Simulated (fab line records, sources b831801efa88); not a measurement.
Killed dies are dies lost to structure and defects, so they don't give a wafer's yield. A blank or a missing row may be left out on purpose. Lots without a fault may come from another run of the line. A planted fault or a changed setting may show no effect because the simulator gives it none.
Which tool did it? | flow sky130 | 11 lots, 33 wafers sampled, at 5 steps of a route of 708

WHAT THE GAUGES READ, wafer by wafer
SKY_VT_ADJUST_PCH_TW_MEAS_10. Usual: VT_ADJUST_PCH_TW 142.0, standard deviation 1.2.
lot  | measured     | on            | VT_ADJUST_PCH_TW  | flag
L518 | day 10 03:28 | film_metro-04 | 140.1 140.0 140.4 |
L519 | day 10 17:36 | film_metro-02 | 143.5 142.8 143.4 |
L520 | day 10 22:24 | film_metro-04 | 139.9 140.3 140.5 |
L523 | day 11 23:59 | film_metro-02 | 143.6 142.8 142.0 |
L525 | day 12 14:44 | film_metro-01 | 143.2 142.8 142.1 |
L526 | day 12 21:39 | film_metro-04 | 139.8 139.2 140.5 |
L529 | day 13 20:26 | film_metro-02 | 141.9 141.9 142.6 |
L530 | day 14 04:57 | film_metro-04 | 141.0 140.4 141.0 |
L539 | day 17 00:11 | film_metro-04 | 140.7 141.5 141.0 |
L540 | day 17 05:38 | film_metro-02 | 141.6 142.4 141.5 |
L541 | day 17 11:01 | film_metro-02 | 142.1 142.2 142.3 |

SKY_SONOS_ONO_THK_MEAS_05. Usual: SONOS_ONO_CVD_04_THK 5.68 nm, standard deviation 0.1.
lot  | measured     | on            | SONOS_ONO_CVD_04_THK (nm)     | flag
L518 | day 11 08:08 | film_metro-01 | 5.61 5.58 5.73                |
L519 | day 11 23:52 | film_metro-01 | 5.56 5.60 5.56                |
L520 | day 12 03:10 | film_metro-01 | 5.76 5.94 5.76                |
L523 | day 13 05:55 | film_metro-03 | 5.74 5.76 5.80                |
L525 | day 13 20:02 | film_metro-01 | 5.69 5.78 5.75                |
L526 | day 14 06:52 | film_metro-02 | 5.71 5.76 5.70                |
L529 | day 15 04:01 | film_metro-02 | 6.29 6.21 6.20 6.30 6.20 6.27 | OFF
L530 | day 15 12:36 | film_metro-02 | 6.14 6.09 6.17 6.21 6.12 6.12 | OFF
L539 | day 18 11:33 | film_metro-01 | 5.60 5.57 5.50                |
L540 | day 18 17:06 | film_metro-03 | 5.65 5.56 5.60                |
L541 | day 19 00:14 | film_metro-01 | 5.74 5.71 5.74                |

WHICH TOOL RAN EACH LOT (tool, then ch and the chambers of the sampled wafers, then the start)
lot  | SKY_VT_ADJUST_HVTP_STRIP_10          | SKY_VT_ADJUST_LVTN_STRIP_09          | SKY_SONOS_ONO_CVD_04
L518 | plasma_asher-01 ch 0,1, day 5 21:11  | plasma_asher-04 ch 0,1, day 6 16:19  | lpcvd-03 ch 1, day 11 06:53
L519 | plasma_asher-02 ch 0,1, day 6 09:29  | plasma_asher-01 ch 0,1, day 7 04:14  | lpcvd-03 ch 1, day 11 22:37
L520 | plasma_asher-02 ch 0,1, day 6 14:14  | plasma_asher-04 ch 0,1, day 7 09:14  | lpcvd-03 ch 1, day 12 01:54
L523 | plasma_asher-04 ch 0,1, day 7 10:36  | plasma_asher-03 ch 0,1, day 8 07:05  | lpcvd-03 ch 0, day 13 04:39
L525 | plasma_asher-02 ch 0,1, day 7 23:02  | plasma_asher-04 ch 0,1, day 8 19:07  | lpcvd-03 ch 0, day 13 18:47
L526 | plasma_asher-01 ch 0,1, day 8 05:28  | plasma_asher-01 ch 0,1, day 9 01:50  | lpcvd-03 ch 1, day 14 05:37
L529 | plasma_asher-02 ch 0,1, day 9 00:13  | plasma_asher-03 ch 0,1, day 9 21:08  | lpcvd-03 ch 1, day 15 02:08
L530 | plasma_asher-01 ch 0,1, day 9 06:50  | plasma_asher-01 ch 0,1, day 10 04:23 | lpcvd-03 ch 1, day 15 11:20
L539 | plasma_asher-02 ch 0,1, day 11 12:46 | plasma_asher-01 ch 0,1, day 12 13:23 | lpcvd-03 ch 0, day 18 10:18
L540 | plasma_asher-02 ch 0,1, day 11 18:36 | plasma_asher-04 ch 0,1, day 12 18:20 | lpcvd-03 ch 1, day 18 15:51
L541 | plasma_asher-04 ch 0,1, day 11 22:39 | plasma_asher-03 ch 0,1, day 12 22:29 | lpcvd-03 ch 0, day 18 22:59
- SKY_VT_ADJUST_HVTP_STRIP_10: strips in O2/N2.
- SKY_VT_ADJUST_LVTN_STRIP_09: strips in O2/N2.
- SKY_SONOS_ONO_CVD_04: deposits SiO2 from SiH4/N2O, target thk 5.7199 nm.

WHAT THE TOOLS THEMSELVES READ (means of the sampled wafers that have a number; where no wafer has one, the mark that the record gives instead)
SKY_VT_ADJUST_HVTP_STRIP_10. Usual: drypump_motor_current_A 5.8 A, standard deviation 0.34; o2_flow_sccm 2999 sccm, standard deviation 9.7; oes_product_au 0.715 a.u., standard deviation 0.0042; strip_time_to_endpoint_s 14.20 s, standard deviation 0.046.
lot  | tool            | drypump_motor_current_A (A) | o2_flow_sccm (sccm) | oes_product_au (a.u.) | strip_time_to_endpoint_s (s) | flag
L518 | plasma_asher-01 | 5.8                         | 2995                | 0.715                 | 14.21                        |
L519 | plasma_asher-02 | 5.6                         | 2998                | 0.712                 | 14.16                        |
L520 | plasma_asher-02 | 5.6                         | 3001                | 0.711                 | 14.17                        |
L523 | plasma_asher-04 | 6.5                         | 2998                | 0.712                 | 14.24                        |
L525 | plasma_asher-02 | 5.5                         | 3008                | 0.717                 | 14.23                        |
L526 | plasma_asher-01 | 5.9                         | 2998                | 0.717                 | 14.22                        |
L529 | plasma_asher-02 | 5.5                         | 3004                | 0.718                 | 14.14                        |
L530 | plasma_asher-01 | 5.8                         | 2996                | 0.713                 | 14.22                        |
L539 | plasma_asher-02 | 5.5                         | 2989                | 0.720                 | 14.20                        |
L540 | plasma_asher-02 | 5.5                         | 2998                | 0.714                 | 14.15                        |
L541 | plasma_asher-04 | 6.5                         | 3004                | 0.714                 | 14.21                        |

SKY_VT_ADJUST_LVTN_STRIP_09. Usual: drypump_motor_current_A 6.1 A, standard deviation 0.43; o2_flow_sccm 3001 sccm, standard deviation 9.4; oes_product_au 0.723 a.u., standard deviation 0.005; strip_time_to_endpoint_s 36.62 s, standard deviation 0.085.
lot  | tool            | drypump_motor_current_A (A) | o2_flow_sccm (sccm) | oes_product_au (a.u.) | strip_time_to_endpoint_s (s) | flag
L518 | plasma_asher-04 | 6.5                         | 3008                | 0.729                 | 36.54                        |
L519 | plasma_asher-01 | 5.8                         | 3004                | 0.725                 | 36.64                        |
L520 | plasma_asher-04 | 6.4                         | 3010                | 0.718                 | 36.50                        |
L523 | plasma_asher-03 | 5.7                         | 2989                | 0.725                 | 36.64                        |
L525 | plasma_asher-04 | 6.5                         | 2996                | 0.727                 | 36.71                        |
L526 | plasma_asher-01 | 5.9                         | 3014                | 0.724                 | 36.73                        |
L529 | plasma_asher-03 | 6.0                         | 2994                | 0.721                 | 36.64                        |
L530 | plasma_asher-01 | 5.8                         | 3005                | 0.728                 | 36.46                        |
L539 | plasma_asher-01 | 5.9                         | 2999                | 0.718                 | 36.73                        |
L540 | plasma_asher-04 | 6.5                         | 2993                | 0.726                 | 36.62                        |
L541 | plasma_asher-03 | 5.7                         | 2999                | 0.723                 | 36.55                        |

SKY_SONOS_ONO_CVD_04. Usual: pressure_mtorr 400.1 mTorr, standard deviation 0.85; zone_power_lower_pct 17.6 %, standard deviation 2.6.
lot  | tool     | pressure_mtorr (mTorr) | zone_power_lower_pct (%) | flag
L518 | lpcvd-03 | 399.6                  | 20.1                     |
L519 | lpcvd-03 | 400.4                  | 20.3                     |
L520 | lpcvd-03 | 400.7                  | 20.3                     |
L523 | lpcvd-03 | 399.8                  | 15.1                     |
L525 | lpcvd-03 | 398.6                  | 15.1                     |
L526 | lpcvd-03 | 400.3                  | 20.0                     |
L529 | lpcvd-03 | 480.6                  | 20.1                     | OFF
L530 | lpcvd-03 | 480.2                  | 20.2                     | OFF
L539 | lpcvd-03 | 400.0                  | 14.9                     |
L540 | lpcvd-03 | 400.8                  | 20.1                     |
L541 | lpcvd-03 | 399.3                  | 15.0                     |

THE ANSWER, worked out from the rows above alone
Rule: a lot is off if the mean of its wafers that have a number lies more than 3 standard deviations from the usual mean. A lot without any number at a reading at which 4 lots or more have one is off too. The other lots that the step has rows for count as sound. The gauges are gone through in route order, then the tools' own readings, and for those a lot's mean is taken as printed above. The first step at which some lot is off is used, and at that step the reading that is off furthest; a lot without a number counts as furthest.
Off: L529, L530, at SKY_SONOS_ONO_THK_MEAS_05 (SONOS_ONO_CVD_04_THK).
A tool fits if, at a process step before that reading, it ran every lot that is off, and no sound lot after the first of them. The gauges at SKY_SONOS_ONO_THK_MEAS_05 aren't tried: what is off there is off at SKY_SONOS_ONO_CVD_04 too, on other tools, and a gauge's error can't cause that. None of those tried fits.

WHAT THE SIMULATOR HAD PUT IN
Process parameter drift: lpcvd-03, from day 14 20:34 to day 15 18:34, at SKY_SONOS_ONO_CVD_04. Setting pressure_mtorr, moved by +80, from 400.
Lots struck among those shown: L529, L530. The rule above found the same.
